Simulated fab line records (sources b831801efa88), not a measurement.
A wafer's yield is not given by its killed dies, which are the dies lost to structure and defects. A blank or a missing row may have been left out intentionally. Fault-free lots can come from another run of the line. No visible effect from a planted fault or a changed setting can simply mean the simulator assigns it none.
Matching of chambers ; flow gf180mcu ; 4 sister chambers for GF_V1_ETCH_16 on rieDiel-03
The step etches BARC in N2/H2. 4 wafers are shown with their chamber, then 12 later ones without.

== EACH WAFER AND ITS CHAMBER ==
wafer;chamber;drypumpMotorCurrentA (A)
L084.3;0;5.7
L086.1;2;5.5
L086.2;3;5.8
L086.4;1;5.3

== WAFERS WITHOUT THEIR CHAMBER ==
wafer;drypumpMotorCurrentA (A)
L089.1;5.4
L089.2;5.7
L089.3;5.2
L093.2;5.7
L093.4;5.2
L093.5;5.6
L094.2;5.7
L094.5;5.8
L094.6;5.7
L097.1;5.4
L097.5;5.7
L097.6;5.5

== EACH ONE'S CHAMBER ==
wafer;from the rows above;in truth
L089.1;can't be placed: 2 or 1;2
L089.2;can't be placed: 0 or 3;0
L089.3;1;1
L093.2;can't be placed: 0 or 3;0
L093.4;1;1
L093.5;can't be placed: 2 or 0 or 3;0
L094.2;can't be placed: 0 or 3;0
L094.5;can't be placed: 3 or 0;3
L094.6;can't be placed: 0 or 3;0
L097.1;can't be placed: 2 or 1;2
L097.5;can't be placed: 0 or 3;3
L097.6;2;2
Placed correctly: 3 of 12. Cannot be placed on the basis of these rows: 9; the candidates contain the true chamber in 9. Wrongly placed: 0.
How it was worked out, from the rows above alone: a wafer's distance from a chamber is the root of the sum, over the readings, of the square of ((its reading less the chamber's mean) divided by the reading's scatter). If the next closest chamber is less than 2 further off than the closest, the wafer can't be placed; otherwise it belongs to the closest. The mean given for a chamber averages the wafers shown for that chamber. The scatter (one wafer shown for each chamber): square how far every hidden wafer sits from the nearest shown wafer, average those squares and take the square root.
